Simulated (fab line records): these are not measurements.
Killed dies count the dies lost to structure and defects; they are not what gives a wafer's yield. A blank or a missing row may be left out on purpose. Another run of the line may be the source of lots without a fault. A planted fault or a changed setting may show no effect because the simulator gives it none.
fab line records -- flow sky130
record: lots: 14, wafers: 42, last-day: 50
route steps=708 shown VIA1@472 PAD_OPEN@708
lots with no fault: from the same line, run without faults
start-h: hours from the record's first day to the start of the lot's first wafer shown -- wait-h: hours since the lot's step before -- " the same as in the row above -- L1.1+2: a single row standing in for several wafers -- - no value, or no start was given -- * or withheld: withheld -- < > ~ a bound
route shown NAME@n: names a module that has steps shown in the file, with the first one's number in the route -- usual: mean and standard deviation over wafers with no fault -- same: alike in all rows -- chamber/n: place in a boat -- sites: each site's reading -- _std_site: the values' standard deviation -- _edge_site: mean of outer sites minus mean of inner sites -- radius-mm: for every site, how far away it sits from the centre of the wafer -- mask NAME#n: copy n -- behind: tool/chamber where the wafer was last shaped -- hold: cause of the lot's hold/its duration in hours/its outcome -- device: the transistor (n, p or np) that didn't switch -- end of line: the tests these same wafers got at the end of their route -- a step without rows: its recipe alone -- killed: the dies lost at the first sort to structure and to defects; this is not the yield of the wafer -- map: a wafer's dies, x killed, . not, _ none there
set.NAME: setting as actually run; set.NAME@STEP: the setting as run at that earlier step -- model.NAME: the simulator's own value behind a step, which no gauge read
route steps across a sampled set of lots; one table per step, one row per wafer
services: from which hour (start-h, from the record's first day; less than 0 if before it) a tool's chamber was out of use, for how many hours, and why
== steps ==
step: SKY_VIA1_ETCH_14
recipe: chemistry: N2/H2, target: BARC, ion-energy-ev: 200, source-w: 500, bias-w: 100, pressure-mtorr: 30, n2-flow-sccm: 100, h2-flow-sccm: 200, stop-on: SiO2, time-s: 45.9, target-depth-a: 600
usual: bias-w: 100.03/0.28, chamber-pressure-mTorr: 30.002/0.025, drypump-motor-current-A: 5.8/0.35, oes-product-au: 0.855/0.0048, throttle-valve-pct: 13.224/0.0091
lot.wafer,tool,chamber,start-h,wait-h,bias-w,chamber-pressure-mTorr,drypump-motor-current-A,oes-product-au,rf-hours-counter-h,throttle-valve-pct
L950.1,rie-diel-01,1,809.84,0.0,99.68,30.009,5.3,0.861,10,13.249
L950.2,rie-diel-01,2,809.84,0.0,100.33,30.023,5.9,0.861,3,13.225
L950.5,rie-diel-01,2,809.84,0.0,100.07,29.952,5.9,0.861,-,13.229
L951.1,rie-diel-02,1,814.31,0.0,100.31,30.001,5.1,0.856,13,13.225
L951.2,rie-diel-02,0,814.31,0.0,100.01,29.955,5.9,0.857,19,13.215
L951.3,rie-diel-02,2,814.31,0.0,99.79,30.015,5.8,0.856,6,13.233
L952.1,rie-diel-04,3,825.23,0.0,100.20,29.977,5.6,0.854,6,13.235
L952.3,rie-diel-04,1,825.23,0.0,100.49,30.008,5.8,0.856,12,13.239
L952.6,rie-diel-04,0,825.23,0.0,100.25,29.972,5.6,0.862,-,13.226
L953.3,rie-diel-02,2,829.14,0.0,99.74,30.026,5.9,0.853,6,13.236
L953.4,rie-diel-02,0,829.14,0.0,99.69,29.976,5.9,0.847,19,13.222
L953.5,rie-diel-02,2,829.14,0.0,99.74,29.992,5.8,0.855,-,13.228
L955.3,rie-diel-02,3,848.11,0.0,100.12,29.956,6.1,0.856,2,13.222
L955.4,rie-diel-02,1,848.11,0.0,100.19,29.998,5.1,0.860,14,13.237
L955.6,rie-diel-02,3,848.11,0.0,100.13,30.011,6.1,0.854,-,13.208
L957.1,rie-diel-04,3,862.19,0.0,99.79,30.024,5.6,0.853,8,13.213
L957.3,rie-diel-04,1,862.19,0.0,99.79,30.002,5.8,0.854,13,13.223
L957.4,rie-diel-04,0,862.19,0.0,100.27,29.990,5.5,0.853,12,13.214
L958.1,rie-diel-01,2,870.09,0.0,100.21,30.030,5.9,0.850,5,13.227
L958.2,rie-diel-01,0,870.09,0.0,99.64,29.980,6.3,0.859,23,13.235
L958.6,rie-diel-01,2,870.09,0.0,100.11,30.028,5.9,0.857,-,13.224
L959.3,rie-diel-02,3,883.44,0.0,100.11,29.980,6.1,0.858,3,13.225
L959.5,rie-diel-02,3,883.44,0.0,100.19,30.057,6.1,0.850,-,13.218
L959.6,rie-diel-02,2,883.44,0.0,100.15,30.011,5.8,0.854,-,13.207
L965.1,rie-diel-02,0,922.44,0.0,102.25,30.016,5.9,0.856,0,13.231
L965.5,rie-diel-02,3,922.44,0.0,102.68,30.004,6.1,0.846,-,13.225
L965.6,rie-diel-02,2,922.44,0.0,102.75,30.022,5.8,0.860,-,13.220
L967.1,rie-diel-02,3,934.18,0.0,102.44,30.011,6.1,0.849,5,13.237
L967.3,rie-diel-02,1,934.18,0.0,102.27,30.024,5.1,0.848,16,13.232
L967.4,rie-diel-02,2,934.18,0.0,102.81,29.980,5.8,0.848,9,13.213
L968.2,rie-diel-04,3,939.94,0.0,99.99,29.998,5.6,0.854,10,13.228
L968.4,rie-diel-04,0,939.94,0.0,100.24,29.981,5.5,0.848,14,13.219
L968.5,rie-diel-04,0,939.94,0.0,99.97,30.017,5.6,0.855,-,13.226
L969.2,rie-diel-01,1,945.29,0.0,100.55,30.000,5.3,0.858,15,13.221
L969.4,rie-diel-01,2,945.29,0.0,100.20,29.988,5.9,0.856,8,13.217
L969.6,rie-diel-01,2,945.29,0.0,99.63,29.962,5.9,0.844,-,13.219
L970.4,rie-diel-04,1,958.45,0.0,100.24,29.992,5.8,0.850,15,13.231
L970.5,rie-diel-04,2,958.45,0.0,99.83,29.996,6.1,0.845,-,13.221
L970.6,rie-diel-04,3,958.45,0.0,99.95,30.003,5.6,0.859,-,13.204
L971.1,rie-diel-01,1,958.79,0.0,100.36,30.039,5.3,0.854,16,13.236
L971.4,rie-diel-01,3,958.79,0.0,100.38,30.002,5.8,0.850,22,13.234
L971.5,rie-diel-01,3,958.79,0.0,101.01,29.975,5.7,0.853,-,13.200
step: SKY_PAD_OPEN_PROBE_99
usual: defect-limited-yield: 82.6/1.8, killed_at_M0_to_M3: 43/6.6, killed_at_M4_up: 3.4/1.8, killed-at-contacts: 24/4.9, killed-at-front-end: 15/4.1, killed-at-other: 0.3/0.55, killed-dies: 85/8.8, killed-open: 46/6.1, killed-short: 39/5.7, sort_bin_3_pad_short: 0.9/0.41, sort_bin_5_function: 10.1/1.5, sort_bin_6_memory: 6.4/1, sort-n-pass: 407/8.8, sort-yield-pct: 82.6/1.8
same: gross-dies: 492, killed-at-back-side: 0, sort_bin_4_leakage[%]: 0, sort_bin_8_speed[%]: 0
lot.wafer,tool,chamber,start-h,wait-h,defect-limited-yield[%],killed_at_M0_to_M3,killed_at_M4_up,killed-at-contacts,killed-at-front-end,killed-at-other,killed-dies,killed-open,killed-short,sort_bin_3_pad_short[%],sort_bin_5_function[%],sort_bin_6_memory[%],sort-n-pass,sort-yield-pct[%]
L950.1,prober-02,-,1093.71,0.1,80.7,45,4,26,20,0,95,50,45,1.6,10.6,7.1,397,80.7
L950.2,prober-02,-,1093.76,0.1,79.5,52,8,24,17,0,101,56,45,1.0,12.4,7.1,391,79.5
L950.5,prober-02,-,1093.91,0.2,83.7,33,3,29,14,1,80,35,45,0.4,8.7,7.1,412,83.7
L951.1,prober-01,-,1095.58,0.1,85.0,32,3,22,16,1,74,41,33,0.4,9.6,5.1,418,85.0
L951.2,prober-01,-,1095.63,0.1,86.2,37,3,21,7,0,68,36,32,0.8,9.3,3.7,424,86.2
L951.3,prober-01,-,1095.68,0.2,82.5,44,5,24,13,0,86,44,42,0.6,10.0,6.9,406,82.5
L952.1,prober-02,-,1102.01,0.1,82.3,42,2,31,12,0,87,48,39,1.0,9.3,7.3,405,82.3
L952.3,prober-02,-,1102.11,0.2,83.7,32,1,28,18,1,80,46,34,0.4,8.3,7.5,412,83.7
L952.6,prober-02,-,1102.26,0.2,83.1,39,8,26,9,1,83,46,37,0.6,10.6,5.7,409,83.1
L953.3,prober-01,-,1104.49,0.2,82.9,42,2,22,18,0,84,51,33,1.2,11.4,4.5,408,82.9
L953.4,prober-01,-,1104.54,0.2,83.9,43,0,22,13,1,79,44,35,1.0,8.9,6.1,413,83.9
L953.5,prober-01,-,1104.59,0.2,82.9,42,2,26,13,1,84,49,34,1.0,8.9,7.1,408,82.9
L955.3,prober-01,-,1121.82,0.2,83.3,42,3,20,16,1,82,39,42,1.0,8.5,7.1,410,83.3
L955.4,prober-01,-,1121.87,0.2,82.7,38,1,33,11,2,85,46,38,1.0,11.0,5.3,407,82.7
L955.6,prober-01,-,1121.97,0.2,79.7,43,6,35,15,1,100,54,43,0.8,12.2,7.3,392,79.7
L957.1,prober-01,-,1131.50,0.1,79.1,54,3,25,21,0,103,54,49,0.8,12.8,7.3,389,79.1
L957.3,prober-01,-,1131.60,0.2,82.1,36,6,29,17,0,88,48,40,0.6,11.2,6.1,404,82.1
L957.4,prober-01,-,1131.65,0.2,83.7,38,3,27,12,0,80,41,39,0.6,8.1,7.5,412,83.7
L958.1,prober-02,-,1139.27,0.1,82.5,49,2,21,14,0,86,47,39,1.2,9.8,6.5,406,82.5
L958.2,prober-02,-,1139.32,0.1,86.0,37,3,18,11,0,69,40,29,0.2,6.5,7.3,423,86.0
L958.6,prober-02,-,1139.52,0.2,83.5,37,0,29,15,0,81,51,30,0.8,10.0,5.7,411,83.5
L959.3,prober-01,-,1145.80,0.2,81.7,39,5,35,11,0,90,42,48,1.8,11.2,5.3,402,81.7
L959.5,prober-01,-,1145.90,0.2,80.7,41,7,35,12,0,95,52,42,1.2,9.8,8.3,397,80.7
L959.6,prober-01,-,1145.95,0.2,82.5,37,3,38,8,0,86,47,39,0.4,12.2,4.9,406,82.5
L965.1,prober-01,-,1174.40,0.1,83.1,45,5,19,14,0,83,46,37,1.4,9.6,5.9,409,83.1
L965.5,prober-01,-,1174.60,0.2,82.9,29,4,29,22,0,84,50,34,1.2,10.2,5.7,408,82.9
L965.6,prober-01,-,1174.65,0.2,83.7,33,2,27,18,0,80,45,35,0.4,8.9,6.9,412,83.7
L967.1,prober-01,-,1183.51,0.1,86.0,41,3,14,11,0,69,37,32,1.2,7.9,4.9,423,86.0
L967.3,prober-01,-,1183.61,0.2,85.2,38,3,19,12,1,73,32,41,0.8,8.5,5.5,419,85.2
L967.4,prober-01,-,1183.66,0.2,79.9,58,3,25,13,0,99,49,50,0.6,13.2,6.3,393,79.9
L968.2,prober-02,-,1185.06,0.1,86.0,36,1,20,12,0,69,44,25,1.0,8.3,4.7,423,86.0
L968.4,prober-02,-,1185.16,0.2,82.7,43,1,21,20,0,85,46,39,0.2,11.0,6.1,407,82.7
L968.5,prober-02,-,1185.21,0.2,83.7,37,3,26,13,1,80,51,28,0.6,9.1,6.5,412,83.7
L969.2,prober-01,-,1188.33,0.1,85.2,36,4,20,13,0,73,46,27,0.8,9.8,4.3,419,85.2
L969.4,prober-01,-,1188.43,0.2,84.3,43,4,19,11,0,77,43,34,0.4,10.4,4.9,415,84.3
L969.6,prober-01,-,1188.53,0.2,84.3,39,2,21,15,0,77,42,35,0.2,10.2,5.3,415,84.3
L970.4,prober-02,-,1198.31,0.2,81.5,42,3,25,20,1,91,43,46,0.8,10.6,7.1,401,81.5
L970.5,prober-02,-,1198.36,0.2,78.7,58,5,26,16,0,105,55,49,1.6,13.0,6.7,387,78.7
L970.6,prober-02,-,1198.41,0.2,83.1,45,3,22,13,0,83,46,37,1.0,10.2,5.7,409,83.1
L971.1,prober-01,-,1199.66,0.1,81.1,43,3,26,20,1,93,51,42,1.0,12.8,5.1,399,81.1
L971.4,prober-01,-,1199.81,0.2,85.4,32,3,29,8,0,72,43,29,0.8,8.7,5.1,420,85.4
L971.5,prober-01,-,1199.86,0.2,81.9,50,3,24,12,0,89,51,38,1.4,9.3,7.3,403,81.9
killed by level:class
L950.1 VIA1:geometric-particle:open=13 CONTACT:geometric-particle:open=8 METAL2:geometric-particle:short=8 VIA3:geometric-particle:open=7 POLY_GATE:geometric-particle:short=6 LI_CONTACT:geometric-particle:short=5 LI_CONTACT:geometric-particle:open=5 CONTACT:geometric-particle:short=5
L950.2 VIA1:geometric-particle:open=12 LI_CONTACT:geometric-particle:open=9 VIA2:geometric-particle:open=9 VIA3:geometric-particle:open=8 METAL4:geometric-particle:short=7 LI_CONTACT:geometric-particle:short=6 FIELD_ISO:geometric-particle:short=5 POLY_GATE:geometric-particle:open=5
L950.5 CONTACT:geometric-particle:open=14 METAL1:geometric-particle:short=7 VIA1:geometric-particle:open=6 LI_CONTACT:geometric-particle:short=5 LI_CONTACT:geometric-particle:open=5 POLY_GATE:geometric-particle:short=4 VIA1:geometric-particle:short=4 METAL2:geometric-particle:short=4
L951.1 VIA1:geometric-particle:open=10 LI_CONTACT:geometric-particle:open=7 CONTACT:geometric-particle:open=5 FIELD_ISO:geometric-particle:open=4 POLY_GATE:geometric-particle:open=4 CONTACT:geometric-particle:short=4 VIA1:geometric-particle:short=4 VIA3:geometric-particle:open=4
L951.2 VIA1:geometric-particle:open=8 VIA2:geometric-particle:open=7 CONTACT:geometric-particle:open=7 LI_CONTACT:geometric-particle:open=5 METAL1:geometric-particle:short=5 LOCAL_INTERCONNECT:geometric-particle:short=4 METAL2:geometric-particle:short=4 POLY_GATE:geometric-particle:open=3
L951.3 CONTACT:geometric-particle:open=9 VIA2:geometric-particle:open=9 METAL1:geometric-particle:short=8 VIA3:geometric-particle:open=7 LI_CONTACT:geometric-particle:open=6 POLY_GATE:geometric-particle:short=5 LOCAL_INTERCONNECT:geometric-particle:short=4 METAL2:geometric-particle:short=4
L952.1 CONTACT:geometric-particle:open=13 VIA1:geometric-particle:open=8 VIA2:geometric-particle:open=8 LI_CONTACT:geometric-particle:short=6 VIA3:geometric-particle:open=6 CONTACT:geometric-particle:short=5 METAL1:geometric-particle:short=5 POLY_GATE:geometric-particle:open=4
L952.3 CONTACT:geometric-particle:open=10 POLY_GATE:geometric-particle:open=8 LI_CONTACT:geometric-particle:open=8 VIA1:geometric-particle:open=8 METAL1:geometric-particle:short=6 POLY_GATE:geometric-particle:short=5 CONTACT:geometric-particle:short=5 METAL2:geometric-particle:short=4
L952.6 LI_CONTACT:geometric-particle:open=11 VIA1:geometric-particle:open=11 CONTACT:geometric-particle:open=9 METAL4:geometric-particle:short=6 VIA1:geometric-particle:short=6 CONTACT:geometric-particle:short=5 VIA2:geometric-particle:short=5 VIA2:geometric-particle:open=5
L953.3 VIA1:geometric-particle:open=11 VIA3:geometric-particle:open=7 CONTACT:geometric-particle:short=6 CONTACT:geometric-particle:open=6 FIELD_ISO:geometric-particle:open=5 LI_CONTACT:geometric-particle:open=5 METAL1:geometric-particle:short=5 METAL2:geometric-particle:short=5
L953.4 VIA1:geometric-particle:open=11 METAL1:geometric-particle:short=9 LI_CONTACT:geometric-particle:open=7 FIELD_ISO:geometric-particle:open=6 CONTACT:geometric-particle:open=6 VIA1:geometric-particle:short=6 VIA2:geometric-particle:open=4 METAL2:geometric-particle:short=4
L953.5 CONTACT:geometric-particle:open=9 LI_CONTACT:geometric-particle:open=8 VIA1:geometric-particle:open=8 VIA3:geometric-particle:open=8 CONTACT:geometric-particle:short=5 METAL1:geometric-particle:short=5 METAL2:geometric-particle:short=5 FIELD_ISO:geometric-particle:open=4
L955.3 LOCAL_INTERCONNECT:geometric-particle:short=8 VIA1:geometric-particle:short=7 CONTACT:geometric-particle:open=6 VIA3:geometric-particle:open=6 VIA1:geometric-particle:open=6 METAL2:geometric-particle:short=6 FIELD_ISO:geometric-particle:open=5 POLY_GATE:geometric-particle:short=4
L955.4 CONTACT:geometric-particle:open=14 LI_CONTACT:geometric-particle:open=7 LOCAL_INTERCONNECT:geometric-particle:short=6 VIA2:geometric-particle:open=6 METAL1:geometric-particle:short=5 VIA1:geometric-particle:open=5 FIELD_ISO:geometric-particle:open=4 VIA1:geometric-particle:short=4
L955.6 CONTACT:geometric-particle:open=15 LI_CONTACT:geometric-particle:open=9 VIA1:geometric-particle:open=8 METAL2:geometric-particle:short=7 LOCAL_INTERCONNECT:geometric-particle:short=6 METAL1:geometric-particle:short=5 VIA3:geometric-particle:open=5 FIELD_ISO:geometric-particle:short=3
L957.1 VIA1:geometric-particle:open=9 METAL1:geometric-particle:short=8 LI_CONTACT:geometric-particle:open=7 CONTACT:geometric-particle:open=7 VIA3:geometric-particle:open=7 VIA1:geometric-particle:short=6 POLY_GATE:geometric-particle:short=5 LOCAL_INTERCONNECT:geometric-particle:short=5
L957.3 VIA1:geometric-particle:open=10 LOCAL_INTERCONNECT:geometric-particle:short=10 CONTACT:geometric-particle:open=9 VIA2:geometric-particle:open=7 VIA3:geometric-particle:open=6 METAL1:geometric-particle:short=5 FIELD_ISO:geometric-particle:short=4 LI_CONTACT:geometric-particle:open=4
L957.4 CONTACT:geometric-particle:open=10 VIA3:geometric-particle:open=9 METAL2:geometric-particle:short=8 METAL1:geometric-particle:short=6 LOCAL_INTERCONNECT:geometric-particle:short=5 CONTACT:geometric-particle:short=5 LI_CONTACT:geometric-particle:open=4 VIA2:geometric-particle:open=4
L958.1 VIA1:geometric-particle:open=12 METAL1:geometric-particle:short=9 CONTACT:geometric-particle:open=7 VIA3:geometric-particle:open=7 VIA1:geometric-particle:short=6 LI_CONTACT:geometric-particle:open=6 METAL2:geometric-particle:short=4 FIELD_ISO:geometric-particle:short=3
L958.2 METAL2:geometric-particle:short=9 VIA1:geometric-particle:open=7 CONTACT:geometric-particle:open=7 LI_CONTACT:geometric-particle:open=6 METAL1:geometric-particle:short=6 VIA2:geometric-particle:open=5 FIELD_ISO:geometric-particle:open=4 VIA3:geometric-particle:open=4
L958.6 CONTACT:geometric-particle:open=12 LI_CONTACT:geometric-particle:open=11 VIA1:geometric-particle:open=10 POLY_GATE:geometric-particle:short=5 METAL3:geometric-particle:short=5 FIELD_ISO:geometric-particle:open=4 METAL1:geometric-particle:open=4 METAL2:geometric-particle:short=3
L959.3 LI_CONTACT:geometric-particle:open=10 CONTACT:geometric-particle:short=7 LOCAL_INTERCONNECT:geometric-particle:short=6 VIA1:geometric-particle:short=6 METAL2:geometric-particle:short=6 VIA3:geometric-particle:open=6 LI_CONTACT:geometric-particle:short=5 CONTACT:geometric-particle:open=5
L959.5 CONTACT:geometric-particle:open=10 LI_CONTACT:geometric-particle:open=9 VIA1:geometric-particle:open=7 VIA3:geometric-particle:open=7 CONTACT:geometric-particle:short=6 METAL1:geometric-particle:short=6 VIA2:geometric-particle:open=6 LOCAL_INTERCONNECT:geometric-particle:short=5
L959.6 CONTACT:geometric-particle:open=15 LI_CONTACT:geometric-particle:open=10 LOCAL_INTERCONNECT:geometric-particle:short=7 VIA1:geometric-particle:short=7 VIA1:geometric-particle:open=5 METAL2:geometric-particle:open=4 VIA3:geometric-particle:open=4 METAL2:geometric-particle:short=4
L965.1 VIA1:geometric-particle:open=8 VIA2:geometric-particle:open=7 VIA3:geometric-particle:open=6 VIA1:geometric-particle:short=6 METAL2:geometric-particle:short=6 POLY_GATE:geometric-particle:open=5 LI_CONTACT:geometric-particle:open=5 LOCAL_INTERCONNECT:geometric-particle:short=5
L965.5 CONTACT:geometric-particle:open=12 CONTACT:geometric-particle:short=9 VIA2:geometric-particle:open=9 VIA1:geometric-particle:open=8 FIELD_ISO:geometric-particle:short=6 FIELD_ISO:geometric-particle:open=5 POLY_GATE:geometric-particle:open=5 LI_CONTACT:geometric-particle:open=4
L965.6 CONTACT:geometric-particle:open=10 VIA1:geometric-particle:open=9 FIELD_ISO:geometric-particle:short=6 LI_CONTACT:geometric-particle:open=6 FIELD_ISO:geometric-particle:open=5 VIA2:geometric-particle:short=5 VIA2:geometric-particle:open=5 LOCAL_INTERCONNECT:geometric-particle:short=4
L967.1 METAL1:geometric-particle:short=9 VIA2:geometric-particle:open=7 LI_CONTACT:geometric-particle:open=6 VIA3:geometric-particle:open=6 POLY_GATE:geometric-particle:open=4 CONTACT:geometric-particle:open=4 VIA2:geometric-particle:short=4 METAL2:geometric-particle:short=3
L967.3 CONTACT:geometric-particle:open=8 VIA1:geometric-particle:open=7 VIA1:geometric-particle:short=6 VIA2:geometric-particle:open=6 VIA2:geometric-particle:short=5 FIELD_ISO:geometric-particle:short=4 POLY_GATE:geometric-particle:short=4 LI_CONTACT:geometric-particle:open=4
L967.4 METAL2:geometric-particle:short=12 CONTACT:geometric-particle:open=11 METAL1:geometric-particle:short=10 VIA2:geometric-particle:open=9 VIA1:geometric-particle:open=8 VIA3:geometric-particle:short=6 FIELD_ISO:geometric-particle:open=5 POLY_GATE:geometric-particle:short=5
L968.2 VIA1:geometric-particle:open=14 CONTACT:geometric-particle:open=8 LI_CONTACT:geometric-particle:open=6 LOCAL_INTERCONNECT:geometric-particle:short=5 POLY_GATE:geometric-particle:open=4 VIA2:geometric-particle:open=4 METAL2:geometric-particle:short=4 VIA3:geometric-particle:open=4
L968.4 VIA1:geometric-particle:open=12 LI_CONTACT:geometric-particle:open=9 FIELD_ISO:geometric-particle:short=6 LI_CONTACT:geometric-particle:short=5 CONTACT:geometric-particle:open=5 METAL2:geometric-particle:short=5 VIA2:geometric-particle:open=5 VIA3:geometric-particle:open=5
L968.5 CONTACT:geometric-particle:open=12 VIA2:geometric-particle:open=10 VIA1:geometric-particle:open=9 LOCAL_INTERCONNECT:geometric-particle:short=7 VIA3:geometric-particle:open=7 POLY_GATE:geometric-particle:open=5 FIELD_ISO:geometric-particle:short=3 FIELD_ISO:geometric-particle:open=3
L969.2 CONTACT:geometric-particle:open=11 POLY_GATE:geometric-particle:short=7 LI_CONTACT:geometric-particle:open=7 VIA3:geometric-particle:open=7 VIA1:geometric-particle:open=7 VIA2:geometric-particle:open=6 POLY_GATE:geometric-particle:open=4 VIA1:geometric-particle:short=4
L969.4 VIA1:geometric-particle:open=13 CONTACT:geometric-particle:short=7 CONTACT:geometric-particle:open=5 METAL1:geometric-particle:short=5 VIA1:geometric-particle:short=5 VIA2:geometric-particle:open=5 VIA3:geometric-particle:open=5 FIELD_ISO:geometric-particle:short=4
L969.6 VIA1:geometric-particle:open=9 CONTACT:geometric-particle:open=8 FIELD_ISO:geometric-particle:open=5 POLY_GATE:geometric-particle:short=5 LI_CONTACT:geometric-particle:open=5 VIA3:geometric-particle:open=5 METAL1:geometric-particle:short=4 METAL2:geometric-particle:short=4
L970.4 CONTACT:geometric-particle:open=9 VIA1:geometric-particle:open=9 METAL1:geometric-particle:short=7 VIA3:geometric-particle:open=6 FIELD_ISO:geometric-particle:short=5 VIA1:geometric-particle:short=5 LI_CONTACT:geometric-particle:short=4 LI_CONTACT:geometric-particle:open=4
L970.5 CONTACT:geometric-particle:open=11 VIA1:geometric-particle:open=11 VIA2:geometric-particle:open=9 METAL2:geometric-particle:short=8 METAL1:geometric-particle:short=8 VIA3:geometric-particle:open=6 CONTACT:geometric-particle:short=5 LI_CONTACT:geometric-particle:short=4
L970.6 VIA1:geometric-particle:open=10 VIA2:geometric-particle:open=9 VIA3:geometric-particle:open=7 LI_CONTACT:geometric-particle:open=7 METAL2:geometric-particle:short=7 CONTACT:geometric-particle:open=6 CONTACT:geometric-particle:short=5 POLY_GATE:geometric-particle:short=3
L971.1 VIA1:geometric-particle:open=10 CONTACT:geometric-particle:open=9 VIA1:geometric-particle:short=7 LI_CONTACT:geometric-particle:open=7 FIELD_ISO:geometric-particle:open=6 METAL1:geometric-particle:short=6 POLY_GATE:geometric-particle:open=5 CONTACT:geometric-particle:short=5
L971.4 CONTACT:geometric-particle:open=17 VIA1:geometric-particle:open=10 SPACER:geometric-particle:short=4 LI_CONTACT:geometric-particle:open=4 METAL1:geometric-particle:short=4 CONTACT:geometric-particle:short=4 METAL3:geometric-particle:short=4 VIA3:geometric-particle:open=4
L971.5 VIA1:geometric-particle:open=13 VIA2:geometric-particle:open=11 CONTACT:geometric-particle:open=10 CONTACT:geometric-particle:short=6 LI_CONTACT:geometric-particle:open=6 METAL1:geometric-particle:short=5 VIA1:geometric-particle:short=5 POLY_GATE:geometric-particle:short=4
== services ==
tool,chamber,start-h,hours,kind
rie-diel-01,0,787.04,3.8,repair
rie-diel-02,3,808.87,12.1,repair
rie-diel-04,1,830.60,16.3,repair
rie-diel-02,-,877.44,2.8,pm
rie-diel-02,0,882.00,2.7,repair
rie-diel-02,0,884.71,-,clean
rie-diel-02,0,884.71,28.9,scheduled-down
rie-diel-02,0,884.71,28.9,vent-cycle
rie-diel-01,1,889.10,5.4,repair
rie-diel-04,-,937.69,0.7,repair
== key ==
first-sign: step: SKY_VIA1_ETCH_14, reading: bias-w, direction: up, sigmas: 8.9, usual: 100.03, struck: 102.53
effect none on later readings
met-at SKY_VIA1_ETCH_14
struck-lots L965,L967
onset-between 883.44 922.44
fault: kind: process-parameter-drift, tool: rie-diel-02, chamber: -, onset-h: 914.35, steps: SKY_VIA1_ETCH_14, channel: bias-w, offset: 2.5649, shape: step, end-h: 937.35, acts-in: these-recipes-only, stated: 100
